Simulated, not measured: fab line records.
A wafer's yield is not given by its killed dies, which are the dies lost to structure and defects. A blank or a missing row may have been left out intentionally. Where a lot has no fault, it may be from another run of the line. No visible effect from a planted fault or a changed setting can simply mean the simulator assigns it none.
fab line records + flow gf180mcu
[record]
- lots = 6
- wafers = 18
- last-day = 34
route steps=602 shown V2@387
lots that met no fault: taken from a fault-free run of the same line
start-h: hours from the record's opening day to when the first of the lot's shown wafers began + wait-h: hours from the lot's prior step to this one + " the same as in the row above + L1.1+2: one row covering several wafers at once + - value missing, or start not given + * or withheld: withheld + < > ~ a bound
route shown NAME@n: names a module that has steps shown in the file, with the first one's number in the route + usual: mean/standard deviation of fault-free wafers + same: alike in all rows + chamber/n: place in a boat + sites: readings site by site + _std_site: how widely they spread, as a standard deviation + _edge_site: the outer-site mean with the inner-site mean subtracted + radius-mm: for every site, how far away it sits from the centre of the wafer + mask NAME#n: copy n + behind: tool/chamber where the wafer was last shaped + hold: reason for holding the lot/hours on hold/outcome of the hold + device: names the non-switching transistor (n, p or np) + end of line: tests run on the same wafers once the route is complete + a step given without rows: its recipe and nothing more + killed: the dies lost at the first sort to structure and to defects; this is not the yield of the wafer + map: the dies of a wafer, with x for killed, . for not killed, _ for no die there
set.NAME: the setting that was run; set.NAME@STEP: the one run at that earlier step + model.NAME: the simulator's own value behind a step, which no gauge read
lots at some steps of the route; a table a step, a row a wafer
services: from which hour (start-h, from the record's first day; less than 0 if before it) a tool's chamber was out of use, for how many hours, and why
[[steps]]
[step GF_V2_BOW_MEAS_05]
[recipe]
- mode = bow
[usual]
- V2_BOW = 99/8.4
| lot.wafer | tool          | chamber | start-h | wait-h | V2_BOW[um] |
|-----------|---------------|---------|---------|--------|------------|
| L200.2    | film-metro-04 | -       | 469.86  | 0.2    | 103        |
| L200.3    | "             | -       | "       | "      | 105        |
| L200.6    | "             | -       | "       | "      | 92         |
| L204.2    | film-metro-03 | -       | 503.72  | 0.3    | 98         |
| L204.3    | "             | -       | "       | "      | 102        |
| L204.4    | "             | -       | "       | "      | 108        |
| L209.1    | film-metro-04 | -       | 551.37  | 0.1    | 93         |
| L209.4    | "             | -       | "       | "      | 92         |
| L209.5    | "             | -       | "       | "      | 82         |
| L210.3    | film-metro-02 | -       | 554.41  | 0.2    | 93         |
| L210.4    | "             | -       | "       | "      | 107        |
| L210.5    | "             | -       | "       | "      | 107        |
| L215.1    | film-metro-04 | -       | 589.79  | 0.2    | 96         |
| L215.3    | "             | -       | "       | "      | 99         |
| L215.6    | "             | -       | "       | "      | 94         |
| L219.1    | film-metro-02 | -       | 623.25  | 0.1    | 91         |
| L219.2    | "             | -       | "       | "      | 98         |
| L219.4    | "             | -       | "       | "      | 98         |
[step GF_V2_DEHYDRATE_06]
[recipe]
- temp-c = 200
- time-s = 60
[step GF_V2_HMDS_07]
[recipe]
- prime-time-s = 60
- prime-temp-c = 120
[step GF_V2_COAT_08]
[recipe]
- resist = BARC
- temp-c = withheld
- time-s = withheld
- spin-rpm = withheld
- resist-thk-nm = withheld
[step GF_V2_COAT_09]
[recipe]
- resist = KrF
- spin-rpm = withheld
- resist-thk-nm = 1000
[step GF_V2_SOFTBAKE_10]
[recipe]
- temp-c = 130
- time-s = 60
- resist = KrF
[step GF_V2_EXPOSE_11]
[recipe]
- mask-id = Via2
- target-cd-nm = 260
- na = 0.68
- source-shape = conventional
- sigma-outer = 0.6
- dose-mj = 38
[step GF_V2_PEB_12]
[recipe]
- peb-temp-c = 135
- peb-time-s = 90
- resist = KrF
[step GF_V2_DEVELOP_13]
[recipe]
- develop-time-s = 60
- resist = KrF
- dev-temp-c = 21
[step GF_V2_CD_MEAS_14]
[recipe]
- target-cd-nm = 260
[usual]
- cd-nm = 259.7/0.98
| lot.wafer | tool      | chamber | start-h | wait-h | cd-nm |
|-----------|-----------|---------|---------|--------|-------|
| L200.2    | cd-sem-01 | -       | 494.20  | 0.1    | 260.2 |
| L200.3    | "         | -       | "       | "      | 260.0 |
| L200.6    | "         | -       | "       | "      | 260.9 |
| L204.2    | cd-sem-01 | -       | 526.59  | 0.1    | 258.8 |
| L204.3    | "         | -       | "       | "      | 258.4 |
| L204.4    | "         | -       | "       | "      | 259.1 |
| L209.1    | cd-sem-01 | -       | 573.10  | 0.1    | 258.6 |
| L209.4    | "         | -       | "       | "      | 259.8 |
| L209.5    | "         | -       | "       | "      | 258.5 |
| L210.3    | cd-sem-01 | -       | 576.59  | 0.1    | 260.4 |
| L210.4    | "         | -       | "       | "      | 259.4 |
| L210.5    | "         | -       | "       | "      | 259.4 |
| L215.1    | cd-sem-01 | -       | 610.20  | 0.1    | 260.0 |
| L215.3    | "         | -       | "       | "      | 258.7 |
| L215.6    | "         | -       | "       | "      | 259.0 |
| L219.1    | cd-sem-02 | -       | 643.89  | 0.1    | 259.0 |
| L219.2    | "         | -       | "       | "      | 259.6 |
| L219.4    | "         | -       | "       | "      | 259.6 |
[step GF_V2_OVL_MEAS_15]
[usual]
- V2_OVL = 1/3.8
| lot.wafer | tool       | chamber | start-h | wait-h | V2_OVL[nm] |
|-----------|------------|---------|---------|--------|------------|
| L200.2    | overlay-02 | -       | 494.30  | 0.1    | -1         |
| L200.3    | "          | -       | "       | "      | 1          |
| L200.6    | "          | -       | "       | "      | -1         |
| L204.2    | overlay-01 | -       | 526.70  | 0.1    | 10         |
| L204.3    | "          | -       | "       | "      | 7          |
| L204.4    | "          | -       | "       | "      | 6          |
| L209.1    | overlay-02 | -       | 573.22  | 0.1    | -1         |
| L209.4    | "          | -       | "       | "      | -1         |
| L209.5    | "          | -       | "       | "      | 1          |
| L210.3    | overlay-02 | -       | 576.69  | 0.1    | 0          |
| L210.4    | "          | -       | "       | "      | 1          |
| L210.5    | "          | -       | "       | "      | -3         |
| L215.1    | overlay-01 | -       | 610.32  | 0.1    | -1         |
| L215.3    | "          | -       | "       | "      | -1         |
| L215.6    | "          | -       | "       | "      | -1         |
| L219.1    | overlay-02 | -       | 644.01  | 0.1    | -3         |
| L219.2    | "          | -       | "       | "      | -5         |
| L219.4    | "          | -       | "       | "      | 0          |
[step GF_V2_ETCH_16]
[recipe]
- chemistry = N2/H2
- target-depth-a = withheld
- overetch-a = withheld
- time-s = withheld
- target = BARC
- ion-energy-ev = 200
- source-w = 500
- bias-w = 100
- pressure-mtorr = 30
- n2-flow-sccm = 100
- h2-flow-sccm = 200
[usual]
- bias-w = 100.0/0.32
- chamber-pressure-mTorr = 30.000/0.028
- drypump-motor-current-A = 5.7/0.36
- oes-product-au = 0.855/0.0044
- rf-fwd-power-W = 494.4/2.6
- throttle-valve-pct = 13.225/0.0089
| lot.wafer | tool        | chamber | start-h | wait-h | bias-w | chamber-pressure-mTorr | drypump-motor-current-A | oes-product-au | rf-fwd-power-W | throttle-valve-pct |
|-----------|-------------|---------|---------|--------|--------|------------------------|-------------------------|----------------|----------------|--------------------|
| L200.2    | rie-diel-04 | 0       | 494.33  | 0.0    | 100.0  | 30.018                 | 6.1                     | 0.858          | 491.8          | 13.237             |
| L200.3    | "           | 2       | "       | "      | 100.4  | 29.971                 | 6.4                     | 0.862          | 496.4          | 13.226             |
| L200.6    | "           | 1       | "       | "      | 99.9   | 29.993                 | 5.9                     | 0.859          | 493.3          | 13.232             |
| L204.2    | rie-diel-01 | 1       | 526.73  | 0.0    | 99.7   | 30.028                 | 5.4                     | 0.857          | 492.5          | 13.226             |
| L204.3    | "           | 0       | "       | "      | 99.6   | 30.017                 | 5.0                     | 0.852          | 497.3          | 13.216             |
| L204.4    | "           | 2       | "       | "      | 99.7   | 30.011                 | 5.7                     | 0.857          | 497.4          | 13.216             |
| L209.1    | rie-diel-01 | 2       | 573.26  | 0.0    | 99.7   | 30.013                 | 5.7                     | 0.852          | 495.4          | 13.250             |
| L209.4    | "           | 3       | "       | "      | 100.0  | 30.050                 | 6.0                     | 0.860          | 496.4          | 13.235             |
| L209.5    | "           | 3       | "       | "      | 99.6   | 29.969                 | 6.0                     | 0.851          | 498.9          | 13.236             |
| L210.3    | rie-diel-01 | 3       | 576.71  | 0.0    | 99.9   | 29.954                 | 6.0                     | 0.854          | 498.5          | 13.209             |
| L210.4    | "           | 2       | "       | "      | 100.0  | 29.982                 | 5.7                     | 0.856          | 497.9          | 13.234             |
| L210.5    | "           | 0       | "       | "      | 100.1  | 29.981                 | 5.0                     | 0.862          | 493.8          | 13.206             |
| L215.1    | rie-diel-02 | 3       | 610.36  | 0.0    | 100.7  | 29.960                 | 5.8                     | 0.856          | 494.2          | 13.220             |
| L215.3    | "           | 1       | "       | "      | 100.2  | 29.972                 | 5.8                     | 0.861          | 491.4          | 13.215             |
| L215.6    | "           | 0       | "       | "      | 100.2  | 30.008                 | 5.9                     | 0.853          | 496.1          | 13.227             |
| L219.1    | rie-diel-01 | 0       | 644.05  | 0.0    | 100.8  | 29.996                 | 5.0                     | 0.855          | 496.4          | 13.226             |
| L219.2    | "           | 3       | "       | "      | 100.3  | 30.033                 | 6.0                     | 0.861          | 498.7          | 13.233             |
| L219.4    | "           | 2       | "       | "      | 99.6   | 29.977                 | 5.7                     | 0.855          | 496.7          | 13.231             |
[step GF_V2_ETCH_17]
[recipe]
- chemistry = C4F8/O2/Ar
- mask-material = KrF
- target = SiO2
- stop-on = TiN
- source-w = 1500
- bias-w = 1200
- pressure-mtorr = 40
- c4f8-flow-sccm = withheld
- O2_flow_sccm = 6
- Ar_flow_sccm = 300
- time-s = withheld
- target-depth-a = 6300
[usual]
- bias-w = 1200/3.6
- chamber-pressure-mTorr = 40.00/0.034
- oes-product-au = 0.856/0.0048
- rf-fwd-power-W = 1491/5.7
| lot.wafer | tool        | chamber | start-h | wait-h | bias-w | chamber-pressure-mTorr | oes-product-au | rf-fwd-power-W |
|-----------|-------------|---------|---------|--------|--------|------------------------|----------------|----------------|
| L200.2    | rie-diel-04 | 0       | 494     | -      | 1201   | 40.04                  | 0.857          | 1480           |
| L200.3    | "           | 2       | "       | "      | 1202   | 39.96                  | 0.862          | 1493           |
| L200.6    | "           | 1       | "       | "      | 1198   | 40.01                  | 0.846          | 1492           |
| L204.2    | rie-diel-01 | 1       | 526     | -      | 1202   | 40.01                  | 0.855          | 1487           |
| L204.3    | "           | 0       | "       | "      | 1200   | 40.00                  | 0.861          | 1493           |
| L204.4    | "           | 2       | "       | "      | 1200   | 39.99                  | 0.860          | 1496           |
| L209.1    | rie-diel-01 | 2       | 573     | -      | -      | -                      | -              | -              |
| L209.4    | "           | 3       | "       | "      | -      | -                      | -              | -              |
| L209.5    | "           | 3       | "       | "      | -      | -                      | -              | -              |
| L210.3    | rie-diel-01 | 3       | 576     | -      | -      | -                      | -              | -              |
| L210.4    | "           | 2       | "       | "      | -      | -                      | -              | -              |
| L210.5    | "           | 0       | "       | "      | -      | -                      | -              | -              |
| L215.1    | rie-diel-02 | 3       | 610     | -      | 1201   | 40.02                  | 0.850          | 1487           |
| L215.3    | "           | 1       | "       | "      | 1196   | 39.93                  | 0.863          | 1485           |
| L215.6    | "           | 0       | "       | "      | 1196   | 40.02                  | 0.857          | 1494           |
| L219.1    | rie-diel-01 | 0       | 644     | -      | 1197   | 39.97                  | 0.852          | 1491           |
| L219.2    | "           | 3       | "       | "      | 1192   | 40.04                  | 0.852          | 1499           |
| L219.4    | "           | 2       | "       | "      | 1191   | 39.95                  | 0.854          | 1501           |
[step GF_V2_STRIP_18]
[recipe]
- chemistry = O2/N2
- power-w = 1400
- pressure-mtorr = 1500
- platen-temp-c = 250
- o2-flow-sccm = 3000
- n2-flow-sccm = 300
- overash-fraction = 0.5
[usual]
- drypump-motor-current-A = 5.8/0.32
- heater-power-w = 333/22
- oes-product-au = 0.592/0.0048
| lot.wafer | tool            | chamber | start-h | wait-h | drypump-motor-current-A | heater-power-w | oes-product-au | rf-hours-counter-h |
|-----------|-----------------|---------|---------|--------|-------------------------|----------------|----------------|--------------------|
| L200.2    | plasma-asher-03 | 0       | 494.46  | -      | 5.4                     | 358            | 0.595          | 41                 |
| L200.3    | "               | 0       | "       | "      | 5.4                     | 348            | 0.592          | -                  |
| L200.6    | "               | 1       | "       | "      | 5.7                     | 340            | 0.589          | -                  |
| L204.2    | plasma-asher-02 | 1       | 526.86  | -      | 5.9                     | 311            | 0.596          | 10                 |
| L204.3    | "               | 0       | "       | "      | 6.1                     | 334            | 0.583          | -                  |
| L204.4    | "               | 1       | "       | "      | 5.9                     | 308            | 0.585          | -                  |
| L209.1    | plasma-asher-03 | 1       | 573.39  | -      | 5.7                     | 342            | 0.666          | 50                 |
| L209.4    | "               | 0       | "       | "      | 5.4                     | 352            | 0.671          | -                  |
| L209.5    | "               | 0       | "       | "      | 5.4                     | 346            | 0.668          | -                  |
| L210.3    | plasma-asher-02 | 1       | 576.87  | -      | 5.9                     | 310            | 0.661          | -                  |
| L210.4    | "               | 0       | "       | "      | 6.1                     | 338            | 0.667          | -                  |
| L210.5    | "               | 0       | "       | "      | 6.1                     | 337            | 0.666          | -                  |
| L215.1    | plasma-asher-02 | 0       | 610.49  | -      | 6.1                     | 335            | 0.597          | 21                 |
| L215.3    | "               | 0       | "       | "      | 6.0                     | 339            | 0.597          | -                  |
| L215.6    | "               | 1       | "       | "      | 5.9                     | 312            | 0.594          | -                  |
| L219.1    | plasma-asher-01 | 0       | 644.17  | -      | 5.1                     | 289            | 0.596          | 94                 |
| L219.2    | "               | 1       | "       | "      | 6.4                     | 373            | 0.589          | 94                 |
| L219.4    | "               | 1       | "       | "      | 6.4                     | 382            | 0.598          | -                  |
[step GF_V2_STRIP_19]
[recipe]
- chemistry = post-etch-residue-remover
- time-s = 1200
- temp-c = 72.5
[[services]]
| tool            | chamber | start-h | hours | kind           |
|-----------------|---------|---------|-------|----------------|
| rie-diel-01     | -       | 485.48  | 2.8   | pm             |
| plasma-asher-01 | -       | 488.47  | 6.6   | repair         |
| rie-diel-01     | 3       | 510.42  | 13.3  | repair         |
| rie-diel-02     | 2       | 540.75  | 6.8   | repair         |
| rie-diel-04     | 2       | 550.48  | 1.4   | repair         |
| plasma-asher-03 | -       | 556.08  | 2.8   | pm             |
| rie-diel-04     | 1       | 564.69  | -     | clean          |
| rie-diel-04     | 1       | 564.69  | 13.2  | scheduled-down |
| rie-diel-04     | 1       | 564.69  | 13.2  | vent-cycle     |
| plasma-asher-01 | -       | 565.65  | 17.3  | repair         |
| plasma-asher-01 | -       | 582.91  | 28.1  | pm             |
| rie-diel-02     | 2       | 604.16  | 7.3   | repair         |
| rie-diel-01     | 1       | 620.16  | 1.5   | repair         |
| plasma-asher-01 | -       | 631.97  | 1.2   | repair         |
[[key]]
[first-sign]
- step = GF_V2_ETCH_17
- reading = tool-record
- direction = missing
[effect]
- step = GF_V2_STRIP_18
- reading = oes-product-au
- direction = up
- sigmas = 15
- usual = 0.592
- struck = 0.666
met-at GF_V2_ETCH_17
struck-wafers L209.1,L209.4,L209.5,L210.3,L210.4,L210.5
later-rows-left-out L209.1,L209.4,L209.5,L210.3,L210.4,L210.5
sort-left-out L209.1,L209.4,L209.5,L210.3,L210.4,L210.5
onset-between 526 573
[fault]
- kind = skipped-step-whole
- tool = rie-diel-01
- chamber = -
- onset-h = 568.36
- steps = GF_V2_ETCH_17
- scope = struck-lots-only
// sort-left-out: the simulated sort isn't trusted on such a fault, so these wafers' sort isn't shown, and their yield isn't known
// later-rows-left-out: the simulator's readings of these wafers behind a module that went badly wrong aren't trusted and aren't shown, but for the sort
